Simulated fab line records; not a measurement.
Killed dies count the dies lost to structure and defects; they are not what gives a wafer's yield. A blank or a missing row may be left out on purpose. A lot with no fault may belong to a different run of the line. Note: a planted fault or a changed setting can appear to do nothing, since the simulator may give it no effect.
Split-lot study / flow sky130 / 23 wafers read from 5 lots, route of 708 steps

== SPLIT DETAILS ==
At SKY_GATE_OXIDE_IMPLANT_11, the setting energy-kev was moved away from the recipe's 10 on 8 of the 23 wafers read, by -5.4% to +1.7%. For the rest of the wafers, this setting stayed at what the recipe calls for.

The reading comes from the split's own step.

== THE READING ==
In nm, at SKY_GATE_OXIDE_IMPLANT_11: implant.drp-nm, which is the simulator's own figure and was read by no gauge. The file does not state a usual value for it.

wafer=L074.1; tool, chamber at the split=implanter-01, 0; energy-kev as run=10.17; against the recipe=+1.7%; implant.drp-nm, nm=17.32; against lot-mates on the recipe=+0.21
wafer=L074.4; tool, chamber at the split=implanter-01, 0; energy-kev as run=10.17; against the recipe=+1.7%; implant.drp-nm, nm=17.32; against lot-mates on the recipe=+0.21
wafer=L074.2; tool, chamber at the split=implanter-01, 0; energy-kev as run=10; against the recipe=recipe; implant.drp-nm, nm=17.11; against lot-mates on the recipe=-
wafer=L074.3; tool, chamber at the split=implanter-01, 0; energy-kev as run=10; against the recipe=recipe; implant.drp-nm, nm=17.11; against lot-mates on the recipe=-
wafer=L074.5; tool, chamber at the split=implanter-01, 0; energy-kev as run=10; against the recipe=recipe; implant.drp-nm, nm=17.11; against lot-mates on the recipe=-
wafer=L075.1; tool, chamber at the split=implanter-03, 0; energy-kev as run=10; against the recipe=recipe; implant.drp-nm, nm=17.11; against lot-mates on the recipe=-
wafer=L075.3; tool, chamber at the split=implanter-03, 0; energy-kev as run=10; against the recipe=recipe; implant.drp-nm, nm=17.11; against lot-mates on the recipe=-
wafer=L075.4; tool, chamber at the split=implanter-03, 0; energy-kev as run=10; against the recipe=recipe; implant.drp-nm, nm=17.11; against lot-mates on the recipe=-
wafer=L075.2; tool, chamber at the split=implanter-03, 0; energy-kev as run=9.617; against the recipe=-3.8%; implant.drp-nm, nm=16.65; against lot-mates on the recipe=-0.46
wafer=L075.5; tool, chamber at the split=implanter-03, 0; energy-kev as run=9.617; against the recipe=-3.8%; implant.drp-nm, nm=16.65; against lot-mates on the recipe=-0.46
wafer=L077.1; tool, chamber at the split=implanter-03, 0; energy-kev as run=10; against the recipe=recipe; implant.drp-nm, nm=17.11; against lot-mates on the recipe=-
wafer=L077.2; tool, chamber at the split=implanter-03, 0; energy-kev as run=10; against the recipe=recipe; implant.drp-nm, nm=17.11; against lot-mates on the recipe=-
wafer=L077.3; tool, chamber at the split=implanter-03, 0; energy-kev as run=10; against the recipe=recipe; implant.drp-nm, nm=17.11; against lot-mates on the recipe=-
wafer=L077.5; tool, chamber at the split=implanter-03, 0; energy-kev as run=9.46; against the recipe=-5.4%; implant.drp-nm, nm=16.46; against lot-mates on the recipe=-0.65
wafer=L077.6; tool, chamber at the split=implanter-03, 0; energy-kev as run=9.46; against the recipe=-5.4%; implant.drp-nm, nm=16.46; against lot-mates on the recipe=-0.65
wafer=L078.3; tool, chamber at the split=implanter-03, 0; energy-kev as run=10; against the recipe=recipe; implant.drp-nm, nm=17.11; against lot-mates on the recipe=-
wafer=L078.4; tool, chamber at the split=implanter-03, 0; energy-kev as run=10; against the recipe=recipe; implant.drp-nm, nm=17.11; against lot-mates on the recipe=-
wafer=L078.5; tool, chamber at the split=implanter-03, 0; energy-kev as run=10; against the recipe=recipe; implant.drp-nm, nm=17.11; against lot-mates on the recipe=-
wafer=L080.1; tool, chamber at the split=implanter-02, 0; energy-kev as run=10; against the recipe=recipe; implant.drp-nm, nm=17.11; against lot-mates on the recipe=-
wafer=L080.3; tool, chamber at the split=implanter-02, 0; energy-kev as run=10; against the recipe=recipe; implant.drp-nm, nm=17.11; against lot-mates on the recipe=-
wafer=L080.4; tool, chamber at the split=implanter-02, 0; energy-kev as run=10; against the recipe=recipe; implant.drp-nm, nm=17.11; against lot-mates on the recipe=-
wafer=L080.2; tool, chamber at the split=implanter-02, 0; energy-kev as run=9.562; against the recipe=-4.4%; implant.drp-nm, nm=16.59; against lot-mates on the recipe=-0.52
wafer=L080.5; tool, chamber at the split=implanter-02, 0; energy-kev as run=9.562; against the recipe=-4.4%; implant.drp-nm, nm=16.59; against lot-mates on the recipe=-0.52

THE FIT
A straight line over all 23 wafers: implant.drp-nm changes by +0.12 nm for each +1% of energy-kev; r = +1.00; the points scatter about the line by 0.0025 nm.
The same after taking each lot's own level away (the mean of its wafers on the recipe; 23 wafers): +0.12 nm for each +1%; r = +1.00; scatter 0.0025 nm.
According to that fit, moving energy-kev by its largest amount changes the reading by 0.65 nm.
The lots' own levels span 17.110 to 17.110 nm.
The two slopes are in agreement: the lot-to-lot level therefore moves the slope only a little.
Check: for one of the wafers moved furthest among these (-5.4%), held out of the fit, the line's prediction against its lot-mates is -0.647 nm. It came out at -0.65 nm against them.

== OTHER SPLITS APPLIED TO THESE WAFERS ==
Other splits were also applied to these wafers ahead of the reading. Each is held against what the fit with the lots' levels taken away leaves over:
other split on the same wafers=SKY_VT_ADJUST_LVTN_SOFTBAKE_03 temp-c; wafers away from the commonest value=10; r with implant.drp-nm (lot level and that fit taken away)=+0.40
other split on the same wafers=SKY_VT_ADJUST_LVTN_IMPLANT_08 energy-kev; wafers away from the commonest value=9; r with implant.drp-nm (lot level and that fit taken away)=-0.28
other split on the same wafers=SKY_VT_ADJUST_NCORE_DEVELOP_06 dev-temp-c; wafers away from the commonest value=7; r with implant.drp-nm (lot level and that fit taken away)=+0.08
other split on the same wafers=SKY_VT_ADJUST_HVTR_COAT_02 spin-rpm; wafers away from the commonest value=11; r with implant.drp-nm (lot level and that fit taken away)=-0.28
other split on the same wafers=SKY_VT_ADJUST_PCH_IMPLANT_08 energy-kev; wafers away from the commonest value=8; r with implant.drp-nm (lot level and that fit taken away)=+0.29
other split on the same wafers=SKY_SONOS_TUNNEL_DEVELOP_06 develop-time-s; wafers away from the commonest value=5; r with implant.drp-nm (lot level and that fit taken away)=-0.35
other split on the same wafers=SKY_SONOS_ONO_CVD_04 temp-c; wafers away from the commonest value=10; r with implant.drp-nm (lot level and that fit taken away)=-0.30
other split on the same wafers=SKY_SONOS_ONO_COAT_08 resist-thk-nm; wafers away from the commonest value=7; r with implant.drp-nm (lot level and that fit taken away)=+0.10
other split on the same wafers=SKY_SONOS_ONO_ETCH_15 bias-w; wafers away from the commonest value=9; r with implant.drp-nm (lot level and that fit taken away)=-0.11

== THE WHOLE CHAIN: every reading that the file lists as answering this split, in the file's order ==
step=SKY_GATE_OXIDE_IMPLANT_11; what it does=; reading=implant.rp-nm (the simulator's own value, which no gauge read); change (the file's fit)=+0.277 nm for each +1% of the setting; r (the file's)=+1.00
step=SKY_GATE_OXIDE_IMPLANT_11; what it does=; reading=implant.drp-nm (the simulator's own value, which no gauge read); change (the file's fit)=+0.12 nm for each +1% of the setting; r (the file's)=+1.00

== FILE'S OWN FIT ==
implant.drp-nm changes by +0.12 nm for each +1% of energy-kev, r = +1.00.
